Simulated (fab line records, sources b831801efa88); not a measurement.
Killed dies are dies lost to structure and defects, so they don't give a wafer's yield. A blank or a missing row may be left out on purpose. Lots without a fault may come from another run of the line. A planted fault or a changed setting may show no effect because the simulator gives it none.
Which tool did it? | flow sfq_line | 14 lots, 42 wafers sampled, at 5 steps of a route of 325

WHAT THE GAUGES READ, wafer by wafer
SFQ_I2_OVL_MEAS_918.
lot  | measured     | on         | I2_OVL (nm)
L839 | day 43 09:38 | overlay-02 | 2 1 -2
L840 | day 43 16:58 | overlay-01 | 10 12 7
L841 | day 44 10:46 | overlay-02 | -1 -5 -5
L844 | day 45 11:52 | overlay-01 | 10 4 3
L846 | day 46 11:52 | overlay-02 | -5 -2 -6
L851 | day 47 22:35 | overlay-01 | 3 -3 2
L852 | day 48 04:35 | overlay-01 | -3 -3 5
L854 | day 48 10:43 | overlay-01 | 5 -1 -1
L857 | day 50 10:43 | overlay-01 | 5 7 1
L858 | day 51 06:02 | overlay-01 | -12 -7 -2
L859 | day 51 12:03 | overlay-02 | -5 2 -6
L860 | day 51 19:14 | overlay-02 | 0 2 -6
L861 | day 52 04:59 | overlay-02 | -3 5 0
L862 | day 52 12:10 | overlay-02 | 0 -6 0

WHICH TOOL RAN EACH LOT (tool, then ch and the chambers of the sampled wafers, then the start)
lot  | SFQ_TRILAYER_I1_DEP_PECVD_045   | SFQ_TRILAYER_I1_CMP_CMP_046   | SFQ_TRILAYER_I1_VIA_BARC_OPEN_VIA_ETCH_071 | SFQ_TRILAYER_I1_VIA_STRIP_STRIP_053
L839 | pecvd-04 ch 1,2, day 24 04:28   | cmp-02 ch 0,1,2, day 24 06:01 | rie_diel-01 ch 0,1,2, day 30 23:34         | rie_metal-01 ch 0,1, day 30 23:43
L840 | pecvd-01 ch 0,1,2, day 24 12:52 | cmp-02 ch 0,1,3, day 24 14:27 | rie_diel-03 ch 0,1, day 31 07:58           | rie_metal-03 ch 0,1, day 31 08:07
L841 | pecvd-04 ch 0,1,2, day 25 10:28 | cmp-02 ch 0,1,3, day 25 10:33 | rie_diel-01 ch 0,2,3, day 32 03:17         | rie_metal-01 ch 0,1, day 32 03:27
L844 | pecvd-02 ch 0,1,2, day 27 00:36 | cmp-01 ch 0,1,3, day 27 00:41 | rie_diel-01 ch 0,1,2, day 33 18:02         | rie_metal-04 ch 0, day 33 18:11
L846 | pecvd-01 ch 1,2, day 28 00:36   | cmp-01 ch 0,1,3, day 28 01:41 | rie_diel-02 ch 0,1,3, day 34 23:00         | rie_metal-01 ch 0,1, day 34 23:09
L851 | pecvd-01 ch 0,2, day 29 17:05   | cmp-02 ch 0,1,3, day 29 17:40 | rie_diel-02 ch 1,3, day 36 11:19           | rie_metal-03 ch 0,1, day 36 11:28
L852 | pecvd-01 ch 1,2, day 30 05:12   | cmp-02 ch 0,2,3, day 30 05:17 | rie_diel-02 ch 0,1,2, day 36 18:31         | rie_metal-03 ch 0,1, day 36 18:40
L854 | pecvd-01 ch 0,1, day 30 08:48   | cmp-02 ch 0,1,3, day 30 11:17 | rie_diel-02 ch 1,3, day 37 00:31           | rie_metal-01 ch 0,1, day 37 00:40
L857 | pecvd-04 ch 0,1,2, day 32 09:32 | cmp-01 ch 0,1,3, day 32 10:36 | rie_diel-02 ch 1,2,3, day 38 21:42         | rie_metal-04 ch 0,1, day 38 21:51
L858 | pecvd-04 ch 0,2, day 33 00:43   | cmp-01 ch 1,2, day 33 01:42   | rie_diel-02 ch 0,2,3, day 39 07:18         | rie_metal-03 ch 0,1, day 39 07:27
L859 | pecvd-04 ch 0,2, day 33 11:47   | cmp-02 ch 1,2, day 33 13:53   | rie_diel-01 ch 1,2, day 39 15:18           | rie_metal-04 ch 0,1, day 39 15:43
L860 | pecvd-01 ch 0,2, day 33 23:47   | cmp-02 ch 0,3, day 34 05:23   | rie_diel-02 ch 1,2, day 40 00:54           | rie_metal-01 ch 0,1, day 40 01:03
L861 | pecvd-04 ch 0,1,2, day 34 08:14 | cmp-01 ch 2,3, day 34 15:23   | rie_diel-02 ch 1,2,3, day 40 08:06         | rie_metal-04 ch 0, day 40 08:51
L862 | pecvd-04 ch 0,1,2, day 34 13:11 | cmp-02 ch 0,2,3, day 34 21:23 | rie_diel-03 ch 0,2,3, day 40 13:01         | rie_metal-03 ch 0,1, day 40 13:11
- SFQ_TRILAYER_I1_DEP_PECVD_045: deposits SiO2 from SiH4/N2O, time 111.11 s, target thk 500 nm.
- SFQ_TRILAYER_I1_CMP_CMP_046: polishes SiO2.
- SFQ_TRILAYER_I1_VIA_BARC_OPEN_VIA_ETCH_071: etches BARC in O2, target depth 125 nm, time 41.7 s.
- SFQ_TRILAYER_I1_VIA_STRIP_STRIP_053: strips in O2.

WHAT THE TOOLS THEMSELVES READ (means of the sampled wafers that have a number; where no wafer has one, the mark that the record gives instead)
SFQ_TRILAYER_I1_DEP_PECVD_045.
lot  | tool     | heater_power_w (W) | run_length_s (s) | susceptor_temp_C (C) | throttle_valve_pct (%)
L839 | pecvd-04 | 102                | 140.3            | 149.85               | 26.0
L840 | pecvd-01 | 81                 | 138.8            | 149.98               | 24.9
L841 | pecvd-04 | 101                | 139.6            | 150.05               | 23.5
L844 | pecvd-02 | 76                 | 138.4            | 149.95               | 24.2
L846 | pecvd-01 | 77                 | 139.2            | 150.05               | 24.6
L851 | pecvd-01 | 78                 | 138.8            | 149.94               | 24.5
L852 | pecvd-01 | 75                 | 165.5            | 150.04               | 24.5
L854 | pecvd-01 | 86                 | 165.4            | 149.85               | 24.7
L857 | pecvd-04 | 96                 | 139.6            | 149.92               | 24.0
L858 | pecvd-04 | 84                 | 139.6            | 149.95               | 24.5
L859 | pecvd-04 | 79                 | 139.5            | 149.93               | 24.4
L860 | pecvd-01 | 79                 | 138.3            | 150.04               | 24.7
L861 | pecvd-04 | 99                 | 139.6            | 149.90               | 24.0
L862 | pecvd-04 | 95                 | 139.8            | 149.98               | 24.0

SFQ_TRILAYER_I1_CMP_CMP_046.
lot  | tool   | edge_zone_pressure_frac | motor_current_A (A) | time_to_endpoint_s (s)
L839 | cmp-02 | 1.001                   | 10.8                | 211
L840 | cmp-02 | 1.004                   | 10.0                | 209
L841 | cmp-02 | 0.998                   | 9.9                 | 215
L844 | cmp-01 | 0.997                   | 9.7                 | 216
L846 | cmp-01 | 1.002                   | 9.6                 | 218
L851 | cmp-02 | 0.999                   | 9.9                 | 211
L852 | cmp-02 | 1.000                   | 9.5                 | 296
L854 | cmp-02 | 0.998                   | 9.8                 | 293
L857 | cmp-01 | 1.000                   | 10.0                | 210
L858 | cmp-01 | 1.004                   | 10.1                | 213
L859 | cmp-02 | 1.004                   | 11.6                | 218
L860 | cmp-02 | 1.001                   | 9.3                 | 213
L861 | cmp-01 | 1.003                   | 10.3                | 213
L862 | cmp-02 | 0.999                   | 9.6                 | 226

SFQ_TRILAYER_I1_VIA_BARC_OPEN_VIA_ETCH_071.
lot  | tool        | chamber_pressure_mTorr (mTorr) | drypump_motor_current_A (A) | oes_product_au (a.u.)
L839 | rie_diel-01 | 29.99                          | 5.8                         | 0.687
L840 | rie_diel-03 | 29.99                          | 6.1                         | 0.684
L841 | rie_diel-01 | 30.00                          | 5.6                         | 0.684
L844 | rie_diel-01 | 30.00                          | 5.9                         | 0.684
L846 | rie_diel-02 | 29.99                          | 6.1                         | 0.691
L851 | rie_diel-02 | 29.99                          | 5.9                         | 0.684
L852 | rie_diel-02 | 29.97                          | 6.0                         | 0.690
L854 | rie_diel-02 | 30.00                          | 5.9                         | 0.688
L857 | rie_diel-02 | 30.02                          | 6.1                         | 0.685
L858 | rie_diel-02 | 30.02                          | 6.2                         | 0.686
L859 | rie_diel-01 | 30.00                          | 6.1                         | 0.689
L860 | rie_diel-02 | 30.00                          | 6.0                         | 0.683
L861 | rie_diel-02 | 29.99                          | 6.1                         | 0.687
L862 | rie_diel-03 | 29.98                          | 6.4                         | 0.688

SFQ_TRILAYER_I1_VIA_STRIP_STRIP_053.
lot  | tool         | chamber_pressure_mTorr (mTorr) | drypump_motor_current_A (A) | oes_product_au (a.u.)
L839 | rie_metal-01 | 49.95                          | 5.73                        | 1.006
L840 | rie_metal-03 | 50.04                          | 6.16                        | 0.991
L841 | rie_metal-01 | 50.00                          | 5.78                        | 1.006
L844 | rie_metal-04 | 50.01                          | 5.69                        | 0.985
L846 | rie_metal-01 | 49.97                          | 5.82                        | 1.007
L851 | rie_metal-03 | 50.00                          | 5.98                        | 0.995
L852 | rie_metal-03 | 49.97                          | 5.98                        | 1.004
L854 | rie_metal-01 | 50.00                          | 5.79                        | 1.005
L857 | rie_metal-04 | 50.01                          | 5.92                        | 0.987
L858 | rie_metal-03 | 50.04                          | 6.16                        | 0.999
L859 | rie_metal-04 | 50.02                          | 6.14                        | 0.997
L860 | rie_metal-01 | 49.99                          | 5.73                        | 0.999
L861 | rie_metal-04 | 50.04                          | 5.69                        | 0.988
L862 | rie_metal-03 | 50.00                          | 5.98                        | 0.996

THE ANSWER, worked out from the rows above alone
Rule: what is usual is taken from the lots themselves. Put in order of their means at a reading, lots are off if they are a third of the lots or fewer, leave a main group of 4 or more, and stand apart from it by a gap of 3 or more times the standard deviation of the main group's means; of several such gaps the widest counts. A main group whose means are all the same, to the digits that the tables above print for the reading, isn't used. A lot without any number at a reading at which 4 lots or more have one is off too. The other lots that the step has rows for count as sound. The gauges are gone through in route order, then the tools' own readings, and for those a lot's mean is taken as printed above. The first step at which some lot is off is used, and at that step the reading that is off furthest; a lot without a number counts as furthest.
Off: L852, L854, at SFQ_TRILAYER_I1_DEP_PECVD_045 (run_length_s). The main group: mean 139.3 s, standard deviation 0.58.
A tool fits if, at that step or a process step before it, it ran every lot that is off, and no sound lot after the first of them. None of those tried fits.

WHAT THE SIMULATOR HAD PUT IN
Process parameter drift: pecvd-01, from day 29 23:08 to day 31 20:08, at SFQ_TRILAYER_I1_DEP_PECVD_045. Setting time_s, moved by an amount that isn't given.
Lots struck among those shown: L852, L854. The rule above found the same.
